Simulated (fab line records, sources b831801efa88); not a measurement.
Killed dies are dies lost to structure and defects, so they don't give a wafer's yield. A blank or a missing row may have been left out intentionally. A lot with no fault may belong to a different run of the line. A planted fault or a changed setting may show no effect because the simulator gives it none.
Which of the tools did it?    flow sky130    Sampling: 11 lots, 33 wafers, 4 of 708 route steps

== WHAT EACH GAUGE READ, for each wafer ==
SKY_CONTACT_OVL_MEAS_15. Usual: for CONTACT_OVL the level is 0 nm and the standard deviation is 5.9.
lot   measured      on          CONTACT_OVL (nm)  flag
L216  day 32 00:02  overlay-02  1 2 4             
L218  day 32 05:40  overlay-02  0 11 3            
L219  day 32 10:42  overlay-02  3 2 3             
L224  day 34 01:39  overlay-02  -5 4 0            
L225  day 34 14:50  overlay-02  -4 8 0            
L226  day 35 05:37  overlay-02  -7 0 -9           
L232  day 36 22:34  overlay-02  -7 8 -1           
L233  day 37 02:41  overlay-01  4 -7 4            
L234  day 37 09:51  overlay-01  7 8 5             
L236  day 37 17:29  overlay-02  -3 -9 -9          
L239  day 38 17:05  overlay-01  1 5 5             

SKY_METAL1_RS_MEAS_05: the measuring method here is four-point-probe. Usual: for METAL1_ALCU_RS the level is 0.1272 ohm/sq and the standard deviation is 0.0011.
lot   measured      on             METAL1_ALCU_RS (ohm/sq)                    flag
L216  day 32 01:35  film-metro-04  0.1278 0.1295 0.1272                       
L218  day 32 07:16  film-metro-03  0.1277 0.1272 0.1259                       
L219  day 32 12:16  film-metro-03  0.1272 0.1271 0.1281                       
L224  day 34 03:14  film-metro-03  0.1285 0.1256 0.1264 0.1286 0.1252 0.1262  
L225  day 34 16:26  film-metro-01  0.1281 0.1271 0.1273 0.1281 0.1271 0.1270  
L226  day 35 07:11  film-metro-01  0.1267 0.1276 0.1266                       
L232  day 37 00:13  film-metro-03  0.1269 0.1271 0.1271                       
L233  day 37 04:18  film-metro-03  0.1277 0.1273 0.1287                       
L234  day 37 11:26  film-metro-04  0.1280 0.1290 0.1287                       
L236  day 37 19:04  film-metro-04  0.1290 0.1283 0.1285                       
L239  day 38 18:41  film-metro-04  0.1267 0.1272 0.1267                       

== TOOL THAT RAN EACH LOT (tool first, then ch and the chambers of the sampled wafers, then the start) ==
lot   SKY_CONTACT_ETCH_16                 SKY_METAL1_SPUTTER_01
L216  rie-diel-04 ch 0,2,3, day 32 00:04  pvd-sputter-02, day 32 01:28
L218  rie-diel-04 ch 0,2,3, day 32 05:42  pvd-sputter-04, day 32 07:05
L219  rie-diel-01 ch 1,2, day 32 10:44    pvd-sputter-04, day 32 12:08
L224  rie-diel-03 ch 0,2,3, day 34 01:41  pvd-sputter-02, day 34 03:05
L225  rie-diel-03 ch 1,2,3, day 34 14:52  pvd-sputter-02, day 34 16:16
L226  rie-diel-01 ch 1,2,3, day 35 05:40  pvd-sputter-03, day 35 07:04
L232  rie-diel-04 ch 0,2,3, day 36 22:37  pvd-sputter-03, day 37 00:05
L233  rie-diel-01 ch 1,2,3, day 37 02:43  pvd-sputter-03, day 37 04:10
L234  rie-diel-04 ch 0,1,3, day 37 09:52  pvd-sputter-03, day 37 11:16
L236  rie-diel-03 ch 0,2,3, day 37 17:31  pvd-sputter-02, day 37 18:57
L239  rie-diel-03 ch 0,1,2, day 38 17:07  pvd-sputter-04, day 38 18:33
- SKY_CONTACT_ETCH_16: etches BARC in N2/H2, stops on SiO2, time 45.9 s, target depth 60 nm.
- SKY_METAL1_SPUTTER_01: material TiN, target thk 20 nm, time 16.7 s.

== WHAT THE TOOLS THEMSELVES READ (means of the sampled wafers that have a number; where no wafer has one, the mark that the record gives instead) ==
SKY_CONTACT_ETCH_16. Usual: drypump-motor-current-A 5.8 A, standard deviation 0.34; oes-product-au 0.854 a.u., standard deviation 0.0048; throttle-valve-pct 13.224 %, standard deviation 0.0094.
lot   tool         drypump-motor-current-A (A)  oes-product-au (a.u.)  throttle-valve-pct (%)  flag
L216  rie-diel-04  5.8                          0.853                  13.228                  
L218  rie-diel-04  5.7                          0.854                  13.228                  
L219  rie-diel-01  5.7                          0.854                  13.219                  
L224  rie-diel-03  5.9                          0.854                  13.228                  
L225  rie-diel-03  6.1                          0.856                  13.222                  
L226  rie-diel-01  5.7                          0.851                  13.228                  
L232  rie-diel-04  5.7                          0.858                  13.223                  
L233  rie-diel-01  5.7                          0.856                  13.234                  
L234  rie-diel-04  6.0                          0.860                  13.226                  
L236  rie-diel-03  5.9                          0.855                  13.226                  
L239  rie-diel-03  5.8                          0.852                  13.227                  

SKY_METAL1_SPUTTER_01. Usual: throttle-valve-pct 29.4 %, standard deviation 0.95.
lot   tool            throttle-valve-pct (%)  flag
L216  pvd-sputter-02  28.7                    
L218  pvd-sputter-04  30.0                    
L219  pvd-sputter-04  29.7                    
L224  pvd-sputter-02  28.9                    
L225  pvd-sputter-02  28.6                    
L226  pvd-sputter-03  29.2                    
L232  pvd-sputter-03  29.5                    
L233  pvd-sputter-03  28.4                    
L234  pvd-sputter-03  30.2                    
L236  pvd-sputter-02  28.5                    
L239  pvd-sputter-04  30.2                    

== THE ANSWER, worked out from the rows above alone ==
Rule: take the mean of a lot's wafers that have a number; if it is more than 3 standard deviations from the usual mean, the lot is off. A lot without any number at a reading at which 4 lots or more have one is off too. Any other lot the step has rows for is counted as sound. Order of review: gauges by route order, followed by the tools' own readings, for which a lot's mean as printed above is used. The first step at which some lot is off is used, and at that step the reading that is off furthest; a lot without a number counts as furthest.
No lot is off on any of the readings shown, so nothing can be concluded from this.

== WHAT THE SIMULATOR HAD INSERTED ==
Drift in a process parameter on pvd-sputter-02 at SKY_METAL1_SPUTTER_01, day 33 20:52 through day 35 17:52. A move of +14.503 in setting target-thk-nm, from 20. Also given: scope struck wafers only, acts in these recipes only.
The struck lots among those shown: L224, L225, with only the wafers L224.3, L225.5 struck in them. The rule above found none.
